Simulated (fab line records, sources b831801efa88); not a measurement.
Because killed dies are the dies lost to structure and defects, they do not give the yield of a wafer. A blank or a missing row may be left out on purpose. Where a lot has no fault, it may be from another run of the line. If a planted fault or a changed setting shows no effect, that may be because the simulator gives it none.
Which tool was responsible? / flow gf180mcu / 13 lots with 39 wafers sampled at 5 steps, on a route of 602 steps

## WHAT EACH GAUGE READ, for each wafer
GF_POLY_GATE_THK_MEAS_01.
lot=L219; measured=day 8 09:08; on=film_metro-03; POLY_GATE_CVD_00_THK (nm)=198.6 199.7 200.7
lot=L220; measured=day 8 15:31; on=film_metro-03; POLY_GATE_CVD_00_THK (nm)=196.1 196.3 197.5
lot=L221; measured=day 9 01:29; on=film_metro-02; POLY_GATE_CVD_00_THK (nm)=198.3 198.7 199.6
lot=L222; measured=day 9 07:19; on=film_metro-04; POLY_GATE_CVD_00_THK (nm)=203.1 202.0 200.8
lot=L224; measured=day 9 22:03; on=film_metro-02; POLY_GATE_CVD_00_THK (nm)=218.9 218.0 218.4
lot=L225; measured=day 10 06:22; on=film_metro-02; POLY_GATE_CVD_00_THK (nm)=218.7 218.1 219.3
lot=L235; measured=day 13 04:40; on=film_metro-04; POLY_GATE_CVD_00_THK (nm)=200.3 201.1 201.8
lot=L236; measured=day 13 11:53; on=film_metro-02; POLY_GATE_CVD_00_THK (nm)=201.2 202.0 202.8
lot=L237; measured=day 13 21:04; on=film_metro-04; POLY_GATE_CVD_00_THK (nm)=205.0 205.3 203.0
lot=L238; measured=day 14 00:07; on=film_metro-03; POLY_GATE_CVD_00_THK (nm)=199.9 201.2 199.3
lot=L240; measured=day 14 18:11; on=film_metro-03; POLY_GATE_CVD_00_THK (nm)=203.5 204.1 203.2
lot=L241; measured=day 15 02:21; on=film_metro-02; POLY_GATE_CVD_00_THK (nm)=199.2 199.2 200.6
lot=L242; measured=day 15 02:22; on=film_metro-03; POLY_GATE_CVD_00_THK (nm)=204.1 201.3 201.7

GF_HV_LDD_CD_MEAS_07 targets a cd of 400 nm.
lot=L219; measured=day 9 20:55; on=cd_sem-02; cd_nm (nm)=403.7 404.9 405.6
lot=L220; measured=day 10 03:52; on=cd_sem-01; cd_nm (nm)=398.3 397.8 399.7
lot=L221; measured=day 10 14:16; on=cd_sem-02; cd_nm (nm)=400.4 400.3 397.2
lot=L222; measured=day 10 20:13; on=cd_sem-02; cd_nm (nm)=402.4 404.9 403.0
lot=L224; measured=day 11 13:11; on=cd_sem-01; cd_nm (nm)=396.9 399.8 400.5
lot=L225; measured=day 11 21:40; on=cd_sem-01; cd_nm (nm)=400.0 399.9 399.8
lot=L235; measured=day 14 23:10; on=cd_sem-01; cd_nm (nm)=399.2 396.9 399.6
lot=L236; measured=day 15 09:52; on=cd_sem-01; cd_nm (nm)=403.7 400.5 404.9
lot=L237; measured=day 15 22:27; on=cd_sem-02; cd_nm (nm)=397.9 400.3 399.7
lot=L238; measured=day 15 22:58; on=cd_sem-02; cd_nm (nm)=399.3 399.2 400.2
lot=L240; measured=day 16 14:19; on=cd_sem-01; cd_nm (nm)=398.0 397.4 398.6
lot=L241; measured=day 17 02:26; on=cd_sem-01; cd_nm (nm)=401.1 403.1 402.6
lot=L242; measured=day 17 02:34; on=cd_sem-01; cd_nm (nm)=402.8 403.9 402.7

GF_HV_LDD_CD_MEAS_46 targets a cd of 400 nm.
lot=L219; measured=day 12 04:37; on=cd_sem-02; cd_nm (nm)=393.8 394.0 391.9
lot=L220; measured=day 12 12:28; on=cd_sem-02; cd_nm (nm)=398.1 399.5 399.6
lot=L221; measured=day 12 23:25; on=cd_sem-01; cd_nm (nm)=395.7 395.6 396.5
lot=L222; measured=day 13 07:28; on=cd_sem-01; cd_nm (nm)=398.8 398.2 398.8
lot=L224; measured=day 14 01:56; on=cd_sem-01; cd_nm (nm)=398.0 398.8 398.3
lot=L225; measured=day 14 10:25; on=cd_sem-02; cd_nm (nm)=396.9 397.5 398.0
lot=L235; measured=day 17 17:04; on=cd_sem-02; cd_nm (nm)=397.8 397.6 398.5
lot=L236; measured=day 18 06:49; on=cd_sem-01; cd_nm (nm)=401.8 400.6 403.6
lot=L237; measured=day 18 20:30; on=cd_sem-01; cd_nm (nm)=397.4 400.3 398.9
lot=L238; measured=day 18 20:55; on=cd_sem-01; cd_nm (nm)=399.1 403.5 402.5
lot=L240; measured=day 19 14:40; on=cd_sem-02; cd_nm (nm)=399.4 397.9 398.1
lot=L241; measured=day 20 04:08; on=cd_sem-01; cd_nm (nm)=397.5 399.1 399.2
lot=L242; measured=day 20 04:15; on=cd_sem-02; cd_nm (nm)=399.3 396.5 397.3

## TOOL THAT RAN EACH LOT (tool first, then ch and the chambers of the sampled wafers, then the start)
lot=L219; GF_STI_STRIP_15=plasma_asher-03 ch 0,1, day 2 01:59; GF_POLY_GATE_CVD_00=lpcvd-01 ch 1, day 8 07:08
lot=L220; GF_STI_STRIP_15=plasma_asher-04 ch 0,1, day 2 06:31; GF_POLY_GATE_CVD_00=lpcvd-01 ch 1, day 8 13:29
lot=L221; GF_STI_STRIP_15=plasma_asher-03 ch 0,1, day 2 12:11; GF_POLY_GATE_CVD_00=lpcvd-01 ch 0, day 8 23:29
lot=L222; GF_STI_STRIP_15=plasma_asher-01 ch 0,1, day 2 16:59; GF_POLY_GATE_CVD_00=lpcvd-02 ch 1, day 9 05:56
lot=L224; GF_STI_STRIP_15=plasma_asher-03 ch 0,1, day 3 05:24; GF_POLY_GATE_CVD_00=lpcvd-01 ch 0, day 9 20:02
lot=L225; GF_STI_STRIP_15=plasma_asher-01 ch 0,1, day 3 08:38; GF_POLY_GATE_CVD_00=lpcvd-01 ch 1, day 10 04:22
lot=L235; GF_STI_STRIP_15=plasma_asher-03 ch 0,1, day 5 12:02; GF_POLY_GATE_CVD_00=lpcvd-01 ch 1, day 13 03:19
lot=L236; GF_STI_STRIP_15=plasma_asher-04 ch 0,1, day 5 16:44; GF_POLY_GATE_CVD_00=lpcvd-02 ch 1, day 13 10:34
lot=L237; GF_STI_STRIP_15=plasma_asher-03 ch 0,1, day 6 00:02; GF_POLY_GATE_CVD_00=lpcvd-02 ch 1, day 13 19:42
lot=L238; GF_STI_STRIP_15=plasma_asher-03 ch 0,1, day 6 03:02; GF_POLY_GATE_CVD_00=lpcvd-01 ch 1, day 13 22:46
lot=L240; GF_STI_STRIP_15=plasma_asher-04 ch 0,1, day 6 15:11; GF_POLY_GATE_CVD_00=lpcvd-02 ch 0, day 14 16:52
lot=L241; GF_STI_STRIP_15=plasma_asher-01 ch 0,1, day 6 19:26; GF_POLY_GATE_CVD_00=lpcvd-02 ch 1, day 15 01:01
lot=L242; GF_STI_STRIP_15=plasma_asher-01 ch 0,1, day 6 22:40; GF_POLY_GATE_CVD_00=lpcvd-02 ch 0, day 15 01:01
- GF_STI_STRIP_15: strips in O2/N2.
- GF_POLY_GATE_CVD_00: deposits poly-Si, target thk 200 nm, time 1200 s.

## WHAT THE TOOLS THEMSELVES READ (means of the sampled wafers that have a number; where no wafer has one, the mark that the record gives instead)
GF_STI_STRIP_15.
lot=L219; tool=plasma_asher-03; drypump_motor_current_A (A)=5.2; heater_power_w (W)=320; oes_product_au (a.u.)=0.383; platen_temp_c (C)=250.13; strip_time_to_endpoint_s (s)=3.73
lot=L220; tool=plasma_asher-04; drypump_motor_current_A (A)=6.1; heater_power_w (W)=320; oes_product_au (a.u.)=0.385; platen_temp_c (C)=249.79; strip_time_to_endpoint_s (s)=3.71
lot=L221; tool=plasma_asher-03; drypump_motor_current_A (A)=5.2; heater_power_w (W)=323; oes_product_au (a.u.)=0.379; platen_temp_c (C)=250.18; strip_time_to_endpoint_s (s)=3.74
lot=L222; tool=plasma_asher-01; drypump_motor_current_A (A)=6.0; heater_power_w (W)=356; oes_product_au (a.u.)=0.388; platen_temp_c (C)=250.08; strip_time_to_endpoint_s (s)=3.80
lot=L224; tool=plasma_asher-03; drypump_motor_current_A (A)=5.1; heater_power_w (W)=320; oes_product_au (a.u.)=0.388; platen_temp_c (C)=250.10; strip_time_to_endpoint_s (s)=3.75
lot=L225; tool=plasma_asher-01; drypump_motor_current_A (A)=5.7; heater_power_w (W)=349; oes_product_au (a.u.)=0.390; platen_temp_c (C)=249.99; strip_time_to_endpoint_s (s)=3.78
lot=L235; tool=plasma_asher-03; drypump_motor_current_A (A)=5.2; heater_power_w (W)=323; oes_product_au (a.u.)=0.382; platen_temp_c (C)=249.99; strip_time_to_endpoint_s (s)=3.76
lot=L236; tool=plasma_asher-04; drypump_motor_current_A (A)=6.1; heater_power_w (W)=315; oes_product_au (a.u.)=0.380; platen_temp_c (C)=250.08; strip_time_to_endpoint_s (s)=3.72
lot=L237; tool=plasma_asher-03; drypump_motor_current_A (A)=5.1; heater_power_w (W)=323; oes_product_au (a.u.)=0.380; platen_temp_c (C)=249.86; strip_time_to_endpoint_s (s)=3.72
lot=L238; tool=plasma_asher-03; drypump_motor_current_A (A)=5.1; heater_power_w (W)=325; oes_product_au (a.u.)=0.382; platen_temp_c (C)=250.10; strip_time_to_endpoint_s (s)=3.72
lot=L240; tool=plasma_asher-04; drypump_motor_current_A (A)=6.1; heater_power_w (W)=324; oes_product_au (a.u.)=0.384; platen_temp_c (C)=249.93; strip_time_to_endpoint_s (s)=3.70
lot=L241; tool=plasma_asher-01; drypump_motor_current_A (A)=5.7; heater_power_w (W)=346; oes_product_au (a.u.)=0.385; platen_temp_c (C)=250.08; strip_time_to_endpoint_s (s)=3.75
lot=L242; tool=plasma_asher-01; drypump_motor_current_A (A)=5.9; heater_power_w (W)=349; oes_product_au (a.u.)=0.383; platen_temp_c (C)=249.68; strip_time_to_endpoint_s (s)=3.74

GF_POLY_GATE_CVD_00.
lot=L219; tool=lpcvd-01; pressure_mtorr (mTorr)=200.3; spike_tc_bottom_C (C)=638; susceptor_temp_C (C)=620.07; zone_power_lower_pct (%)=8.1; zone_power_upper_pct (%)=8.3
lot=L220; tool=lpcvd-01; pressure_mtorr (mTorr)=200.2; spike_tc_bottom_C (C)=638; susceptor_temp_C (C)=620.23; zone_power_lower_pct (%)=8.1; zone_power_upper_pct (%)=8.4
lot=L221; tool=lpcvd-01; pressure_mtorr (mTorr)=199.9; spike_tc_bottom_C (C)=645; susceptor_temp_C (C)=619.79; zone_power_lower_pct (%)=8.7; zone_power_upper_pct (%)=9.9
lot=L222; tool=lpcvd-02; pressure_mtorr (mTorr)=200.3; spike_tc_bottom_C (C)=642; susceptor_temp_C (C)=620.25; zone_power_lower_pct (%)=9.1; zone_power_upper_pct (%)=9.4
lot=L224; tool=lpcvd-01; pressure_mtorr (mTorr)=239.7; spike_tc_bottom_C (C)=644; susceptor_temp_C (C)=620.13; zone_power_lower_pct (%)=8.8; zone_power_upper_pct (%)=9.9
lot=L225; tool=lpcvd-01; pressure_mtorr (mTorr)=240.1; spike_tc_bottom_C (C)=638; susceptor_temp_C (C)=619.97; zone_power_lower_pct (%)=8.1; zone_power_upper_pct (%)=8.4
lot=L235; tool=lpcvd-01; pressure_mtorr (mTorr)=200.8; spike_tc_bottom_C (C)=639; susceptor_temp_C (C)=619.83; zone_power_lower_pct (%)=8.1; zone_power_upper_pct (%)=8.3
lot=L236; tool=lpcvd-02; pressure_mtorr (mTorr)=200.2; spike_tc_bottom_C (C)=645; susceptor_temp_C (C)=620.37; zone_power_lower_pct (%)=8.9; zone_power_upper_pct (%)=9.5
lot=L237; tool=lpcvd-02; pressure_mtorr (mTorr)=200.3; spike_tc_bottom_C (C)=643; susceptor_temp_C (C)=620.00; zone_power_lower_pct (%)=9.0; zone_power_upper_pct (%)=9.5
lot=L238; tool=lpcvd-01; pressure_mtorr (mTorr)=199.9; spike_tc_bottom_C (C)=638; susceptor_temp_C (C)=619.76; zone_power_lower_pct (%)=8.2; zone_power_upper_pct (%)=8.3
lot=L240; tool=lpcvd-02; pressure_mtorr (mTorr)=199.7; spike_tc_bottom_C (C)=645; susceptor_temp_C (C)=620.17; zone_power_lower_pct (%)=9.4; zone_power_upper_pct (%)=8.6
lot=L241; tool=lpcvd-02; pressure_mtorr (mTorr)=200.4; spike_tc_bottom_C (C)=643; susceptor_temp_C (C)=620.32; zone_power_lower_pct (%)=8.9; zone_power_upper_pct (%)=9.5
lot=L242; tool=lpcvd-02; pressure_mtorr (mTorr)=200.3; spike_tc_bottom_C (C)=646; susceptor_temp_C (C)=620.12; zone_power_lower_pct (%)=9.4; zone_power_upper_pct (%)=8.6

## THE ANSWER, worked out from the rows above alone
Rule: what is usual is taken from the lots themselves. The widest of any qualifying gaps counts: lots, ordered by their means at a reading, are off when they make up no more than a third of the lots, leave a main group of 4 or more, and stand apart from it by 3 or more times the standard deviation of that group's means. If all means in a main group match to the digits the tables above print for the reading, that group is not used. A lot without any number at a reading at which 4 lots or more have one is off too. Any other lot the step has rows for is counted as sound. First the gauges in route order, then the tools' own readings, where a lot's mean is used as printed above. The first step at which some lot is off is used, and at that step the reading that is off furthest; a lot without a number counts as furthest.
Off: at GF_POLY_GATE_THK_MEAS_01 (POLY_GATE_CVD_00_THK), L224, L225. Main group: mean 200.9 nm, sd 2.1.
If a tool, at a process step before that reading, ran all the lots that are off and no sound lot after the first of them, it fits. The gauges at GF_POLY_GATE_THK_MEAS_01 aren't tried: what is off there is off at GF_POLY_GATE_CVD_00 too, on other tools, and a gauge's error can't cause that. No candidate that was tried fits.

## WHAT THE SIMULATOR HAD INSERTED
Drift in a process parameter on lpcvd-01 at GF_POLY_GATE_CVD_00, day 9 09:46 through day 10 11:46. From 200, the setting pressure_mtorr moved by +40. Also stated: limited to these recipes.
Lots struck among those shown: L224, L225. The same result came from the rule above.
